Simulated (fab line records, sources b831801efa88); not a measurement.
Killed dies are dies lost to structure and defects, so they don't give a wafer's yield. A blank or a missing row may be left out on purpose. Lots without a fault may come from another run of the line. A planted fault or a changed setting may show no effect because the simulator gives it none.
Which tool did it? | flow gf180mcu | 12 lots, 35 wafers sampled, at 3 steps of a route of 602

WHAT THE GAUGES READ, wafer by wafer
GF_V4_THK_MEAS_03.
lot  | measured     | on            | V4_CVD_02_THK (nm)
L122 | day 23 03:14 | film_metro-02 | 843 844 850
L124 | day 24 01:13 | film_metro-03 | 836 836 852
L125 | day 24 17:39 | film_metro-02 | 838 836 842
L127 | day 25 12:52 | film_metro-03 | 845 846 846
L126 | day 25 14:19 | film_metro-04 | 838 839 858
L128 | day 26 19:44 | film_metro-02 | 851 845 860
L130 | day 27 00:01 | film_metro-02 | 847 841 866
L131 | day 27 07:56 | film_metro-02 | 824 825 819
L132 | day 27 08:55 | film_metro-03 | 842 852 846
L136 | day 28 17:58 | film_metro-02 | 840 845 843
L140 | day 29 10:55 | film_metro-04 | 696 838
L145 | day 30 23:13 | film_metro-03 | 830 826 831

WHICH TOOL RAN EACH LOT (tool, then ch and the chambers of the sampled wafers, then the start)
lot  | GF_V3_SPUTTER_21             | GF_V4_CVD_02
L122 | pvd_sputter-02, day 22 02:12 | pecvd-02 ch 0,1,2, day 23 03:09
L124 | pvd_sputter-01, day 23 00:29 | pecvd-02 ch 0,1,2, day 24 01:09
L125 | pvd_sputter-03, day 23 17:42 | pecvd-02 ch 0,1, day 24 17:35
L127 | pvd_sputter-02, day 24 13:01 | pecvd-02 ch 0,1,2, day 25 12:48
L126 | pvd_sputter-02, day 24 15:13 | pecvd-03 ch 0,1, day 25 14:14
L128 | pvd_sputter-03, day 25 20:41 | pecvd-03 ch 1,2, day 26 19:40
L130 | pvd_sputter-03, day 26 01:16 | pecvd-04 ch 0,1, day 26 23:56
L131 | pvd_sputter-02, day 26 08:56 | pecvd-03 ch 0,1,2, day 27 07:52
L132 | pvd_sputter-01, day 26 10:29 | pecvd-02 ch 1,2, day 27 08:50
L136 | pvd_sputter-03, day 27 20:23 | pecvd-03 ch 0,1,2, day 28 17:53
L140 | pvd_sputter-01, day 28 13:35 | pecvd-02 ch 1,2, day 29 10:50
L145 | pvd_sputter-01, day 30 03:18 | pecvd-04 ch 0,1, day 30 23:08
- GF_V3_SPUTTER_21: material Ti, target thk 15 nm, time 80.02 s.
- GF_V4_CVD_02: deposits SiO2 from TEOS, target thk 850 nm, time 94.851 s.

WHAT THE TOOLS THEMSELVES READ (means of the sampled wafers that have a number; where no wafer has one, the mark that the record gives instead)
GF_V3_SPUTTER_21.
lot  | tool           | throttle_valve_pct (%)
L122 | pvd_sputter-02 | 31.0
L124 | pvd_sputter-01 | 28.6
L125 | pvd_sputter-03 | 29.9
L127 | pvd_sputter-02 | 31.4
L126 | pvd_sputter-02 | 31.4
L128 | pvd_sputter-03 | 30.5
L130 | pvd_sputter-03 | 31.0
L131 | pvd_sputter-02 | 30.5
L132 | pvd_sputter-01 | 29.5
L136 | pvd_sputter-03 | 30.4
L140 | pvd_sputter-01 | 28.6
L145 | pvd_sputter-01 | 29.0

GF_V4_CVD_02.
lot  | tool     | heater_power_w (W)
L122 | pecvd-02 | 700
L124 | pecvd-02 | 688
L125 | pecvd-02 | 711
L127 | pecvd-02 | 751
L126 | pecvd-03 | 579
L128 | pecvd-03 | 658
L130 | pecvd-04 | 604
L131 | pecvd-03 | 629
L132 | pecvd-02 | 744
L136 | pecvd-03 | 666
L140 | pecvd-02 | 727
L145 | pecvd-04 | 634

THE ANSWER, worked out from the rows above alone
Rule: what is usual is taken from the lots themselves. Put in order of their means at a reading, lots are off if they are a third of the lots or fewer, leave a main group of 4 or more, and stand apart from it by a gap of 3 or more times the standard deviation of the main group's means; of several such gaps the widest counts. A main group whose means are all the same, to the digits that the tables above print for the reading, isn't used. A lot without any number at a reading at which 4 lots or more have one is off too. The other lots that the step has rows for count as sound. The gauges are gone through in route order, then the tools' own readings, and for those a lot's mean is taken as printed above. The first step at which some lot is off is used, and at that step the reading that is off furthest; a lot without a number counts as furthest.
Off: L140, at GF_V4_THK_MEAS_03 (V4_CVD_02_THK). The main group: mean 842 nm, standard deviation 8.5.
A tool fits if, at a process step before that reading, it ran every lot that is off, and no sound lot after the first of them. The gauges at GF_V4_THK_MEAS_03 are tried like those tools. Can't be told from this: 2 tools fit, pecvd-02 at GF_V4_CVD_02, film_metro-04 at GF_V4_THK_MEAS_03.

WHAT THE SIMULATOR HAD PUT IN
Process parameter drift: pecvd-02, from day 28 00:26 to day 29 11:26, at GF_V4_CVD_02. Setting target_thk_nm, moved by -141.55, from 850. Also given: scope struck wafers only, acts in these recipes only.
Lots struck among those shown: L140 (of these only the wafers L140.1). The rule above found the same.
